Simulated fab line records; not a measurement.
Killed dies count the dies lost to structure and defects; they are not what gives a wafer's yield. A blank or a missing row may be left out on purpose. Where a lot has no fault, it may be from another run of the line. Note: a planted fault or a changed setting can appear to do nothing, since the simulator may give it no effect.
A struck lot beside a sound one	flow sfq line	42 steps out of a route of 325
Sound: the wafers L236.1, L236.3, L236.4. Struck: wafer L244.1 (left out: L244.2, L244.6 of the same lot, which were not struck); the cause appears at the end.
Each step with rows lists, per side, the tool, then ch with its chambers, then its first start. Under that, the readings that differ: sound wafers	struck wafers	difference of the means	sigmas: that difference in standard deviations of wafers without a fault.
alike: same words and numbers on both sides, and readings whose means sit less than 2 such deviations apart. not compared: any withheld reading, any reading some wafer has no value for, any bound like >300 that may hide the same value, and any number with overlapping values for which the record gives no deviation.
The two part at a step that has a row with sigmas, a row that says differs or no value, or rows on one side only. When numbers do not overlap yet have no deviation, they are printed without sigmas and do not part them. Lack of a reading on every wafer of one side parts them only where that side has two or more wafers.

first, 6 steps without rows for these wafers: SFQ_TRILAYER_L0_VIA_LITHO_COAT_018 (resist thk 62 nm); SFQ_TRILAYER_L0_VIA_LITHO_COAT_013 (resist thk 650 nm); SFQ_TRILAYER_L0_VIA_LITHO_SOFTBAKE_017; SFQ_TRILAYER_L0_VIA_LITHO_EXPOSE_014 (exposes mask L0V, target cd 700 nm); SFQ_TRILAYER_L0_VIA_LITHO_PEB_016 (peb time 60 s); SFQ_TRILAYER_L0_VIA_LITHO_DEVELOP_015 (time 60 s).
SFQ_L0V_OVL_MEAS_903:
  sound: overlay-01 at day 7 13:52; struck: overlay-01 at day 9 19:28
  alike: L0V_OVL
SFQ_TRILAYER_L0_VIA_BARC_OPEN_VIA_ETCH_021: etches BARC in O2, target depth 125 nm, time 41.7 s.
  sound on rie diel-03 ch 0,2,3, day 7 13:54; struck on rie diel-02 ch 1, day 9 19:30
  alike: chamber pressure mTorr, drypump motor current A, oes product au, rf fwd power W
  not compared: rf hours counter h
SFQ_TRILAYER_L0_VIA_ETCH_VIA_ETCH_016: etches SiO2 in CHF3, stops on MoNx KI, target depth 80 nm.
  sound on rie diel-03 ch 0,2,3, day 7 13:56; struck on rie diel-02 ch 1, day 9 19:32
reading	sound	struck	difference	sigmas
oes product au (a.u.)	0.844 0.858 0.848	0.832	-0.018	-3
  alike: chamber pressure mTorr, drypump motor current A, rf fwd power W
then, 3 steps without rows for these wafers: SFQ_TRILAYER_L0_VIA_STRIP_STRIP_017 (strips in O2); SFQ_TRILAYER_L0_VIA_STRIP_SOLV_CLEAN_018 (cleans in NMP, time 600 s); SFQ_TRILAYER_M0_DEP_PRE_CLEAN_020 (time 15 s).
SFQ_TRILAYER_M0_DEP_SPUTTER_019: material Nb, target thk 200 nm, time 133.3 s.
  sound: pvd sputter-05 at day 7 14:47; struck: pvd sputter-06 at day 9 20:24
reading	sound	struck	difference	sigmas
model.Nb_of_TRILAYER_M0_DEP_SPUTTER_019.thk nm (nm)	202.3 203 203.6	206.5	+3.5	
  alike: throttle valve pct
SFQ_M0_RS_MEAS_904: measures by four-point-probe.
  sound: film metro-03 at day 7 14:52; struck: film metro-01 at day 9 20:29
  alike: M0_NB_RS
then, 6 steps without rows for these wafers: SFQ_TRILAYER_M0_LITHO_COAT_026 (resist thk 62 nm); SFQ_TRILAYER_M0_LITHO_COAT_021 (resist thk 600 nm); SFQ_TRILAYER_M0_LITHO_SOFTBAKE_025; SFQ_TRILAYER_M0_LITHO_EXPOSE_022 (exposes mask M0, target cd 500 nm); SFQ_TRILAYER_M0_LITHO_PEB_024 (peb time 60 s); SFQ_TRILAYER_M0_LITHO_DEVELOP_023 (time 60 s).
-- the record jumps here: 4 days lie between the struck wafers' starts before and after --
SFQ_M0_OVL_MEAS_906:
  sound: overlay-02 at day 11 01:28; struck: overlay-02 at day 13 20:18
  alike: M0_OVL
SFQ_TRILAYER_M0_BARC_OPEN_METAL_ETCH_031: etches BARC in O2, target depth 125 nm, time 41.7 s.
  sound on rie metal-04 ch 0,1, day 11 01:30; struck on rie metal-03 ch 1, day 13 20:20
  alike: chamber pressure mTorr, drypump motor current A, oes product au, rf fwd power W
  not compared: rf hours counter h
SFQ_TRILAYER_M0_ETCH_METAL_ETCH_024: etches Nb in Cl2/Ar, stops on SiO2, target depth 240 nm, time 120 s.
  sound on rie metal-04 ch 0,1, day 11 01:34; struck on rie metal-03 ch 1, day 13 20:27
reading	sound	struck	difference	sigmas
model.etch.depth nm (nm)	202.3 203 203.6	206.5	+3.5	
model.M0.feature depth nm (nm)	202.3 203 203.6	206.5	+3.5	
  alike: chamber pressure mTorr, drypump motor current A, oes product au, rf fwd power W
  not compared: rf hours counter h
then, 2 steps without rows for these wafers: SFQ_TRILAYER_M0_STRIP_STRIP_025 (strips in O2); SFQ_TRILAYER_M0_STRIP_SOLV_CLEAN_026 (cleans in NMP, time 600 s).
SFQ_TRILAYER_I0_DEP_PECVD_027: deposits SiO2 from SiH4/N2O, time 111.11 s, target thk 500 nm.
  sound on pecvd-02 ch 0,1,2, day 11 02:28; struck on pecvd-03 ch 0, day 13 22:05
reading	sound	struck	difference	sigmas
heater power w (W)	59 73 106	102	+23	+2
  alike: chamber pressure Torr, rf fwd power W, throttle valve pct
SFQ_TRILAYER_I0_CMP_CMP_028: polishes SiO2.
  sound on cmp-01 ch 0,1,2, day 11 02:32; struck on cmp-01 ch 1, day 13 22:10
  alike: head pressure psi, motor current A, time to endpoint s
SFQ_I0_BOW_MEAS_907:
  sound: film metro-03 at day 11 05:32; struck: film metro-04 at day 14 01:10
  alike: I0_BOW
then, 7 steps without rows for these wafers: SFQ_TRILAYER_I0_METRO_MEASURE_029; SFQ_TRILAYER_I0_VIA_LITHO_COAT_036 (resist thk 62 nm); SFQ_TRILAYER_I0_VIA_LITHO_COAT_031 (resist thk 650 nm); SFQ_TRILAYER_I0_VIA_LITHO_SOFTBAKE_035; SFQ_TRILAYER_I0_VIA_LITHO_EXPOSE_032 (exposes mask I0, target cd 500 nm); SFQ_TRILAYER_I0_VIA_LITHO_PEB_034 (peb time 60 s); SFQ_TRILAYER_I0_VIA_LITHO_DEVELOP_033 (time 60 s).
-- the record jumps here: 6 days lie between the struck wafers' starts before and after --
SFQ_I0_OVL_MEAS_908:
  sound: overlay-01 at day 15 21:56; struck: overlay-01 at day 20 01:29
  alike: I0_OVL
then, 5 steps without rows for these wafers: SFQ_TRILAYER_I0_VIA_BARC_OPEN_VIA_ETCH_046 (etches BARC in O2, target depth 125 nm, time 41.7 s); SFQ_TRILAYER_I0_VIA_ETCH_VIA_ETCH_034 (etches SiO2 in CHF3, stops on Nb, target depth 260 nm); SFQ_TRILAYER_I0_VIA_STRIP_STRIP_035 (strips in O2); SFQ_TRILAYER_I0_VIA_STRIP_SOLV_CLEAN_036 (cleans in NMP, time 600 s); SFQ_TRILAYER_M1_DEP_PRE_CLEAN_038 (time 22.5 s).
-- the record jumps here: 70 days lie between the struck wafers' starts before and after --
SFQ_M8_BOW_MEAS_951:
  sound: film metro-02 at day 88 05:01; struck: film metro-03 at day 90 10:11
reading	sound	struck	difference	sigmas
model.etest.m0.ohm um	1.77 1.761 1.755	1.718	-0.044	
model.etest.i0.link ohm	1.958 1.968 1.971	1.937	-0.029	
model.etest.m0.ohm sq	0.8795 0.8765 0.8737	0.8617	-0.0149	
  alike: M8_BOW

WHERE THEY PART
At SFQ_TRILAYER_L0_VIA_ETCH_VIA_ETCH_016 first; at SFQ_TRILAYER_I0_DEP_PECVD_027 last (within this record only). Later steps at which nothing parts them and some readings are alike: SFQ_TRILAYER_I0_CMP_CMP_028, SFQ_I0_BOW_MEAS_907, SFQ_I0_OVL_MEAS_908, SFQ_M8_BOW_MEAS_951.

WHY: what had been put in by the simulator
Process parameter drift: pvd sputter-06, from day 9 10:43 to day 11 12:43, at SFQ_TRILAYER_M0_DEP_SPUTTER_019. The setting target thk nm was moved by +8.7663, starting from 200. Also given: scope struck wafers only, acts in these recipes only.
